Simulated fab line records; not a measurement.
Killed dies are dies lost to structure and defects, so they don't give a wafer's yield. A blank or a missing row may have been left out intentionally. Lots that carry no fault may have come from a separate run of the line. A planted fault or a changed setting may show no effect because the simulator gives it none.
fab line records | flow sky130
record: lots: 6 wafers: 18 last-day: 50
route steps=708 shown LI_CONTACT@371 LOCAL_INTERCONNECT@387 PAD_OPEN@708
lots that met no fault: from a run of the same line without faults
start-h: hours from the record's opening day to when the first of the lot's shown wafers began | wait-h: hours from the lot's prior step to this one | " repeats the value in the row above | L1.1+2: one row covering several wafers at once | - value missing, or start not given | * or withheld: withheld | < > ~ a bound
route shown NAME@n: names a module that has steps shown in the file, with the first one's number in the route | usual: mean and standard deviation over wafers with no fault | same: alike in all rows | chamber/n: place in a boat | sites: each site's reading | _std_site: the values' standard deviation | _edge_site: mean of outer sites minus mean of inner sites | radius-mm: how far each site lies from the wafer's centre | mask NAME#n: copy n | behind: tool/chamber where the wafer was last shaped | hold: why the lot was held/for how many hours/how that ended | device: which transistor (n, p or np) failed to switch | end of line: at the end of the route, the tests of the same wafers | step lacking rows: just its recipe | killed: count of dies lost to structure and defects at first sort (not the wafer's yield) | map: the dies of a wafer, with x for killed, . for not killed, _ for no die there
set.NAME: the run value of the setting; set.NAME@STEP: its run value at that earlier step | model.NAME: the simulator's own value behind a step, which no gauge read
lots at selected steps of the route; one table per step, one row per wafer
services: when a tool's chamber went out of use (start-h, in hours from the record's first day, below 0 if earlier), for how many hours, and the reason
== steps ==
step: SKY_LI_CONTACT_EXPOSE_09
recipe: mask-id: LICM1 na: 0.8 source-shape: annular sigma-inner: 0.55 sigma-outer: 0.85 target-cd-nm: 170 dose-mj: 38
step: SKY_LI_CONTACT_PEB_10
recipe: peb-temp-c: withheld peb-time-s: withheld resist: KrF-thick
step: SKY_LI_CONTACT_DEVELOP_11
recipe: develop-time-s: 60 resist: KrF-thick dev-temp-c: 21
step: SKY_LI_CONTACT_CD_MEAS_12
recipe: target-cd-nm: 170
usual: cd-nm: 170.1/1.4
columns lot.wafer tool chamber start-h wait-h cd-nm
L233.2 cd-sem-02 - 667.82 - 170.3
L233.4 " - " " 170.5
L233.6 " - " " 171.9
L240.1 cd-sem-02 - 750.10 - 167.8
L240.5 " - " " 167.9
L240.6 " - " " 167.6
L243.2 cd-sem-01 - 774.52 - 169.9
L243.3 " - " " 169.2
L243.5 " - " " 169.4
L242.1 cd-sem-02 - 778.10 - 172.0
L242.2 " - " " 172.4
L242.4 " - " " 171.2
L253.3 cd-sem-01 - 837.31 - 170.6
L253.5 " - " " 169.3
L253.6 " - " " 171.3
L255.3 cd-sem-02 - 852.16 - 172.2
L255.4 " - " " 169.9
L255.6 " - " " 169.9
step: SKY_LI_CONTACT_OVL_MEAS_13
usual: LI_CONTACT_OVL: -1/5
columns lot.wafer tool chamber start-h wait-h LI_CONTACT_OVL[nm]
L233.2 overlay-01 - 667.92 0.1 6
L233.4 " - " " 1
L233.6 " - " " 4
L240.1 overlay-02 - 750.22 0.1 5
L240.5 " - " " -2
L240.6 " - " " 1
L243.2 overlay-02 - 774.62 0.1 6
L243.3 " - " " 6
L243.5 " - " " 4
L242.1 overlay-01 - 778.22 0.1 1
L242.2 " - " " 5
L242.4 " - " " 7
L253.3 overlay-01 - 837.41 0.1 3
L253.5 " - " " 0
L253.6 " - " " 2
L255.3 overlay-02 - 852.26 0.1 -6
L255.4 " - " " 0
L255.6 " - " " -6
step: SKY_LI_CONTACT_ETCH_14
recipe: chemistry: N2/H2 target: BARC ion-energy-ev: 200 source-w: 500 bias-w: 101.3 pressure-mtorr: 30 n2-flow-sccm: 100 h2-flow-sccm: 200 stop-on: SiO2 time-s: 45.9 target-depth-a: 600
usual: drypump-motor-current-A: 5.8/0.39 h2-flow-sccm: 200.0/0.57 oes-product-au: 0.854/0.0049 throttle-valve-pct: 13.224/0.0089
columns lot.wafer tool chamber start-h wait-h drypump-motor-current-A h2-flow-sccm oes-product-au rf-hours-counter-h throttle-valve-pct
L233.2 rie-diel-03 2 667.95 0.0 5.9 200.2 0.853 13 13.221
L233.4 " 1 " " 6.0 200.4 0.859 8 13.224
L233.6 " 0 " " 5.5 199.2 0.847 - 13.220
L240.1 rie-diel-04 1 750.25 0.0 4.9 199.4 0.855 7 13.236
L240.5 " 2 " " 6.3 199.8 0.853 - 13.239
L240.6 " 1 " " 4.9 199.6 0.856 - 13.202
L243.2 rie-diel-03 1 774.65 0.0 6.0 200.0 0.844 11 13.210
L243.3 " 2 " " 5.9 200.4 0.856 16 13.238
L243.5 " 3 " " 6.0 199.9 0.866 - 13.212
L242.1 rie-diel-03 3 778.25 0.0 6.1 199.8 0.860 7 13.228
L242.2 " 0 " " 5.6 199.5 0.853 6 13.242
L242.4 " 1 " " 6.0 200.1 0.857 11 13.244
L253.3 rie-diel-01 1 837.43 0.0 6.0 199.5 0.866 1 13.229
L253.5 " 3 " " 6.3 200.6 0.855 - 13.217
L253.6 " 0 " " 5.6 199.0 0.856 - 13.207
L255.3 rie-diel-04 2 852.28 0.0 6.4 200.0 0.854 19 13.225
L255.4 " 0 " " 5.2 199.2 0.854 1 13.229
L255.6 " 2 " " 6.3 200.7 0.861 - 13.233
step: SKY_LI_CONTACT_ETCH_15
recipe: target: PSG chemistry: C4F8/O2/Ar stop-on: Si taper-deg: 4.15 mask-material: KrF-thick source-w: 1500 bias-w: 1200 pressure-mtorr: 40 c4f8-flow-sccm: withheld O2_flow_sccm: 6 Ar_flow_sccm: 300 time-s: withheld target-depth-a: 6000
usual: oes-product-au: 0.837/0.0041
columns lot.wafer tool chamber start-h wait-h oes-product-au
L233.2 rie-diel-03 2 667.99 0.0 0.839
L233.4 " 1 " " 0.840
L233.6 " 0 " " 0.835
L240.1 rie-diel-04 1 750.29 0.0 0.839
L240.5 " 2 " " 0.832
L240.6 " 1 " " 0.839
L243.2 rie-diel-03 1 774.69 0.0 0.840
L243.3 " 2 " " 0.845
L243.5 " 3 " " 0.838
L242.1 rie-diel-03 3 778.29 0.0 0.834
L242.2 " 0 " " 0.837
L242.4 " 1 " " 0.837
L253.3 rie-diel-01 1 837.47 0.0 0.834
L253.5 " 3 " " 0.837
L253.6 " 0 " " 0.842
L255.3 rie-diel-04 2 852.32 0.0 0.846
L255.4 " 0 " " 0.833
L255.6 " 2 " " 0.839
step: SKY_LI_CONTACT_STRIP_16
recipe: chemistry: O2/N2 power-w: 1400 pressure-mtorr: 1500 platen-temp-c: withheld o2-flow-sccm: 3000 n2-flow-sccm: 300 overash-fraction: 0.5
usual: drypump-motor-current-A: 5.99/0.3 oes-product-au: 0.375/0.0051 strip-time-to-endpoint-s: 3.480/0.028
same: overash-fraction: 0.5
columns lot.wafer tool chamber start-h wait-h drypump-motor-current-A oes-product-au rf-hours-counter-h strip-time-to-endpoint-s
L233.2 plasma-asher-03 1 668.08 - 5.80 0.375 51 3.464
L233.4 " 0 " " 6.45 0.372 - 3.465
L233.6 " 1 " " 5.77 0.377 - 3.494
L240.1 plasma-asher-01 0 750.38 - 6.15 0.373 92 3.447
L240.5 " 0 " " 6.14 0.375 - 3.478
L240.6 " 1 " " 6.11 0.370 - 3.468
L243.2 plasma-asher-02 1 774.78 - 5.58 0.374 34 3.441
L243.3 " 1 " " 5.55 0.375 - 3.473
L243.5 " 1 " " 5.57 0.382 - 3.518
L242.1 plasma-asher-01 0 778.38 - 6.17 0.379 95 3.532
L242.2 " 1 " " 6.12 0.381 95 3.513
L242.4 " 1 " " 6.10 0.376 - 3.495
L253.3 plasma-asher-03 1 837.59 - 5.82 0.385 - 3.481
L253.5 " 1 " " 5.82 0.370 - 3.521
L253.6 " 0 " " 6.46 0.380 - 3.515
L255.3 plasma-asher-03 0 852.44 - 6.48 0.379 - 3.533
L255.4 " 1 " " 5.79 0.368 - 3.500
L255.6 " 1 " " 5.81 0.380 - 3.518
step: SKY_LI_CONTACT_CLEAN_17
recipe: chemistry: NMP time-s: 600 temp-c: 60 dry: n2-spin
step: SKY_LI_CONTACT_PRE_CLEAN_18
recipe: gas: Ar time-s: 5.6 bias-v: 358
step: SKY_LI_CONTACT_SPUTTER_19
recipe: material: Ti target-thk-nm: 20 chamber-pressure-pa: 5 power-w: 2500 substrate-temp-c: 200 time-s: 106.37
usual: throttle-valve-pct: 29.3/1
columns lot.wafer tool chamber start-h wait-h throttle-valve-pct
L233.2 pvd-sputter-03 - 668.37 0.0 28.2
L233.4 " - " " 28.4
L233.6 " - " " 30.0
L240.1 pvd-sputter-02 - 750.67 0.0 29.3
L240.5 " - " " 30.8
L240.6 " - " " 29.3
L243.2 pvd-sputter-04 - 775.07 0.0 30.1
L243.3 " - " " 27.8
L243.5 " - " " 30.2
L242.1 pvd-sputter-03 - 778.67 0.0 28.4
L242.2 " - " " 28.4
L242.4 " - " " 28.4
L253.3 pvd-sputter-04 - 837.87 0.0 27.8
L253.5 " - " " 28.0
L253.6 " - " " 30.4
L255.3 pvd-sputter-02 - 852.70 0.0 30.5
L255.4 " - " " 30.4
L255.6 " - " " 30.6
step: SKY_LI_CONTACT_SPUTTER_20
recipe: material: TiN target-thk-nm: 20 chamber-pressure-pa: 5 power-w: 4000 time-s: 80
usual: throttle-valve-pct: 29.3/0.95
columns lot.wafer tool chamber start-h wait-h throttle-valve-pct
L233.2 pvd-sputter-03 - 668.45 0.0 28.5
L233.4 " - " " 28.3
L233.6 " - " " 29.9
L240.1 pvd-sputter-02 - 750.75 0.0 29.5
L240.5 " - " " 30.6
L240.6 " - " " 29.2
L243.2 pvd-sputter-04 - 775.15 0.0 30.0
L243.3 " - " " 27.9
L243.5 " - " " 30.2
L242.1 pvd-sputter-03 - 778.75 0.0 28.1
L242.2 " - " " 28.1
L242.4 " - " " 28.4
L253.3 pvd-sputter-04 - 837.94 0.0 28.0
L253.5 " - " " 27.8
L253.6 " - " " 30.2
L255.3 pvd-sputter-02 - 852.78 0.0 30.6
L255.4 " - " " 30.7
L255.6 " - " " 30.6
step: SKY_LI_CONTACT_CVD_21
recipe: material: W target-thk-nm: 400 time-s: 120.56 temp-c: 400 pressure-torr: 40
usual: heater-power-w: 890/53 susceptor-temp-C: 399.99/0.23
columns lot.wafer tool chamber start-h wait-h heater-power-w susceptor-temp-C model.W_of_LI_CONTACT_CVD_21.thk-nm
L233.2 cvd-w-02 1 668.51 0.0 926 400.16 397.9
L233.4 " 1 " " 911 399.70 392.7
L233.6 " 0 " " 764 400.04 386.3
L240.1 cvd-w-02 1 750.81 0.0 857 393.90 360.8
L240.5 " 1 " " 876 393.77 363
L240.6 " 1 " " 883 393.84 357.9
L243.2 cvd-w-01 0 775.21 0.0 894 399.86 402.7
L243.3 " 1 " " 933 399.44 402.7
L243.5 " 0 " " 932 399.95 402.6
L242.1 cvd-w-02 1 778.81 0.0 878 394.04 356.3
L242.2 " 0 " " 743 393.73 352.4
L242.4 " 0 " " 763 393.64 352.3
L253.3 cvd-w-01 1 838.05 0.1 976 400.33 397.2
L253.5 " 0 " " 889 400.08 404.3
L253.6 " 1 " " 919 400.30 398.8
L255.3 cvd-w-02 0 852.88 0.1 770 399.78 395.3
L255.4 " 1 " " 921 399.95 400.4
L255.6 " 0 " " 789 399.63 391
step: SKY_LI_CONTACT_RS_MEAS_22
recipe: thk-meas-gauge: four-point-probe reads: W_of_LI_CONTACT_CVD_21+TiN_of_LI_CONTACT_SPUTTER_20+Ti_of_LI_CONTACT_SPUTTER_19
usual: LI_CONTACT_W_RS: 0.286/0.0038
columns lot.wafer tool chamber start-h wait-h LI_CONTACT_W_RS[ohm/sq]
L233.2 film-metro-02 - 668.66 0.1 0.287
L233.4 " - " " 0.290
L233.6 " - " " 0.295
L240.1 film-metro-03 - 751.06 0.2 0.315
L240.5 " - " " 0.313
L240.6 " - " " 0.318
L243.2 film-metro-03 - 775.36 0.1 0.282
L243.3 " - " " 0.283
L243.5 " - " " 0.283
L242.1 film-metro-02 - 778.94 0.1 0.320
L242.2 " - " " 0.324
L242.4 " - " " 0.324
L253.3 film-metro-03 - 838.17 0.1 0.286
L253.5 " - " " 0.282
L253.6 " - " " 0.285
L255.3 film-metro-01 - 853.01 0.1 0.288
L255.4 " - " " 0.285
L255.6 " - " " 0.291
step: SKY_LI_CONTACT_THK_MEAS_23
recipe: thk-meas-gauge: xrf reads: W_of_LI_CONTACT_CVD_21
usual: LI_CONTACT_W_THK: 412/8.2
columns lot.wafer tool chamber start-h wait-h LI_CONTACT_W_THK[nm]
L233.2 film-metro-02 - 668.77 0.1 409
L233.4 " - " " 403
L233.6 " - " " 397
L240.1 film-metro-03 - 751.18 0.1 372
L240.5 " - " " 374
L240.6 " - " " 364
L243.2 film-metro-03 - 775.47 0.1 415
L243.3 " - " " 419
L243.5 " - " " 413
L242.1 film-metro-02 - 779.06 0.1 363
L242.2 " - " " 360
L242.4 " - " " 361
L253.3 film-metro-03 - 838.27 0.1 422
L253.5 " - " " 430
L253.6 " - " " 425
L255.3 film-metro-01 - 853.11 0.1 402
L255.4 " - " " 410
L255.6 " - " " 398
step: SKY_LI_CONTACT_CMP_24
recipe: stop-on: PSG t-overpolish-s: 20 down-force-psi: 3.5 platen-rpm: 60 target-thk-nm: 0 pad-velocity-m-s: 0.94248
usual: motor-current-A: 10.8/1 time-to-endpoint-s: 97/3.9
columns lot.wafer tool chamber start-h wait-h motor-current-A time-to-endpoint-s
L233.4 cmp-02 3 668.82 0.0 10.2 97
L233.2 " 1 " " 10.8 95
L233.6 " 0 " " 9.6 93
L240.1 cmp-01 0 751.29 0.1 9.6 84
L240.6 " 3 " " 10.0 88
L240.5 " 0 " " 9.8 87
L243.2 cmp-01 0 775.52 0.0 9.9 94
L243.3 " 3 " " 10.3 98
L243.5 " 0 " " 9.8 92
L242.4 cmp-02 3 779.12 0.0 10.6 82
L242.2 " 1 " " 11.4 81
L242.1 " 2 " " 9.2 81
L253.3 cmp-02 1 838.46 0.2 11.1 93
L253.5 " 2 " " 9.2 98
L253.6 " 3 " " 10.4 100
L255.3 cmp-02 3 853.15 0.0 10.0 97
L255.4 " 0 " " 9.3 97
L255.6 " 0 " " 10.1 98
step: SKY_LOCAL_INTERCONNECT_SPUTTER_00
recipe: material: TiN target-thk-nm: 100 temp-c: 300 power-w: 6500 time-s: 83.3 chamber-pressure-pa: 0.4
step: SKY_PAD_OPEN_PROBE_99
usual: killed_at_M0_to_M3: 44/7.3 killed_at_M4_up: 3.1/1.9 killed-at-contacts: 24/5.3 killed-at-front-end: 15/4 killed-at-other: 0.4/0.6 killed-dies: 86/9.2 killed-open: 47/6.9 killed-short: 39/6.9
same: gross-dies: 492 killed-at-back-side: 0
columns lot.wafer tool chamber start-h wait-h killed_at_M0_to_M3 killed_at_M4_up killed-at-contacts killed-at-front-end killed-at-other killed-dies killed-open killed-short
L240.1 prober-02 - 1124.52 0.1 39 2 26 17 0 84 52 32
L240.5 prober-02 - 1124.72 0.2 31 2 26 16 0 75 43 32
L240.6 prober-02 - 1124.77 0.2 48 4 22 19 0 93 56 37
L243.2 prober-02 - 1143.69 0.1 43 1 20 15 1 80 35 43
L243.3 prober-02 - 1143.74 0.2 46 4 27 17 1 95 57 38
L243.5 prober-02 - 1143.84 0.2 47 3 26 11 0 87 46 40
L255.3 prober-01 - 1195.16 0.2 37 7 35 12 0 91 51 39
L255.4 prober-01 - 1195.21 0.2 35 4 24 20 0 83 51 31
L255.6 prober-01 - 1195.31 0.2 45 2 33 18 0 98 48 50
killed by level:class
L240.1 CONTACT:geometric-particle:open=10 VIA2:geometric-particle:open=10 LI_CONTACT:geometric-particle:open=7 VIA1:geometric-particle:open=6 FIELD_ISO:geometric-particle:open=5 VIA1:geometric-particle:short=5 FIELD_ISO:geometric-particle:short=4 POLY_GATE:geometric-particle:open=4
L240.5 CONTACT:geometric-particle:open=9 POLY_GATE:geometric-particle:open=6 VIA1:geometric-particle:open=6 VIA2:geometric-particle:open=6 LI_CONTACT:geometric-particle:open=5 LOCAL_INTERCONNECT:geometric-particle:short=5 LI_CONTACT:geometric-particle:short=4 VIA3:geometric-particle:open=4
L240.6 CONTACT:geometric-particle:open=12 VIA1:geometric-particle:open=9 FIELD_ISO:geometric-particle:open=8 VIA3:geometric-particle:open=7 POLY_GATE:geometric-particle:open=5 METAL1:geometric-particle:short=5 VIA2:geometric-particle:open=5 METAL3:geometric-particle:short=5
L243.2 VIA1:geometric-particle:open=8 VIA2:geometric-particle:short=7 VIA3:geometric-particle:open=6 CONTACT:geometric-particle:open=5 METAL2:geometric-particle:short=5 CONTACT:geometric-particle:short=5 VIA2:geometric-particle:open=5 FIELD_ISO:geometric-particle:open=4
L243.3 CONTACT:geometric-particle:open=12 VIA2:geometric-particle:open=10 VIA1:geometric-particle:open=10 METAL1:geometric-particle:short=10 FIELD_ISO:geometric-particle:open=6 VIA3:geometric-particle:open=6 LI_CONTACT:geometric-particle:short=4 LOCAL_INTERCONNECT:geometric-particle:short=4
L243.5 VIA2:geometric-particle:open=11 VIA1:geometric-particle:open=8 LI_CONTACT:geometric-particle:open=7 CONTACT:geometric-particle:short=7 VIA3:geometric-particle:open=7 LOCAL_INTERCONNECT:geometric-particle:short=5 METAL1:geometric-particle:short=5 FIELD_ISO:geometric-particle:open=4
L255.3 CONTACT:geometric-particle:open=12 LI_CONTACT:geometric-particle:open=12 VIA1:geometric-particle:open=11 LOCAL_INTERCONNECT:geometric-particle:short=7 VIA1:geometric-particle:short=5 VIA3:geometric-particle:short=5 METAL4:geometric-particle:short=4 METAL2:geometric-particle:short=3
L255.4 CONTACT:geometric-particle:open=12 VIA1:geometric-particle:open=11 VIA3:geometric-particle:open=8 FIELD_ISO:geometric-particle:open=4 POLY_GATE:geometric-particle:short=4 FIELD_ISO:geometric-particle:short=3 POLY_GATE:geometric-particle:open=3 SPACER:geometric-particle:open=3
L255.6 CONTACT:geometric-particle:open=10 LI_CONTACT:geometric-particle:open=8 METAL2:geometric-particle:short=8 FIELD_ISO:geometric-particle:open=7 CONTACT:geometric-particle:short=7 VIA3:geometric-particle:open=7 METAL1:geometric-particle:short=6 VIA1:geometric-particle:open=6
== services ==
columns tool chamber start-h hours kind
pvd-sputter-04 - 646.91 3.3 repair
pvd-sputter-03 - 655.96 3.2 repair
cvd-w-02 0 657.20 7.0 repair
rie-diel-03 3 669.68 14.2 repair
cmp-02 - 669.88 0.2 repair
cvd-w-02 - 677.63 6.9 pm
cvd-w-02 - 684.53 14.6 pm
pvd-sputter-04 - 693.36 4.0 repair
cvd-w-02 - 698.58 1.4 repair
rie-diel-03 1 714.84 3.3 repair
pvd-sputter-04 - 719.60 3.5 repair
cvd-w-02 1 728.90 1.4 repair
cvd-w-02 0 733.69 22.2 repair
rie-diel-03 - 735.44 2.8 pm
cmp-02 - 742.80 4.5 pm
cmp-02 - 747.28 4.0 pm
cmp-02 - 749.93 1.6 repair
pvd-sputter-03 - 772.55 4.1 repair
cmp-02 - 785.98 45.4 repair
pvd-sputter-02 - 792.09 9.7 repair
rie-diel-04 3 794.51 2.0 repair
cmp-02 - 798.75 1.2 repair
rie-diel-03 0 841.52 8.3 repair
rie-diel-03 0 853.35 13.6 repair
== key ==
first-sign: step: SKY_LI_CONTACT_CVD_21 reading: susceptor-temp-C direction: down sigmas: 27 usual: * struck: *
effect: step: SKY_LI_CONTACT_RS_MEAS_22 reading: LI_CONTACT_W_RS direction: up sigmas: 8.7 usual: 0.286 struck: 0.319
effect: step: SKY_LI_CONTACT_THK_MEAS_23 reading: LI_CONTACT_W_THK direction: down sigmas: 5.6 usual: 412 struck: 366
effect: step: SKY_LI_CONTACT_CMP_24 reading: time-to-endpoint-s direction: down sigmas: 3.3 usual: * struck: *
model-effect: step: SKY_LI_CONTACT_CVD_21 value: W_of_LI_CONTACT_CVD_21.thk-nm without: 400.3 struck: 357.1
met-at SKY_LI_CONTACT_CVD_21
struck-wafers L240.1,L240.5,L240.6,L242.1,L242.2,L242.4
tester-left-out L240,L242
onset-between 668.51 750.81
fault: kind: process-parameter-drift tool: cvd-w-02 chamber: - onset-h: 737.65 steps: SKY_LI_CONTACT_CVD_21 channel: temp-c offset: * shape: step end-h: 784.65 acts-in: * stated: *
tester-left-out: of these lots the tester's yield and bins aren't shown, on N5 and GAA mostly nor the transistor test; their killed dies are dies lost to structure and defects alone, not to doping, threshold or leakage, so they don't give the yield
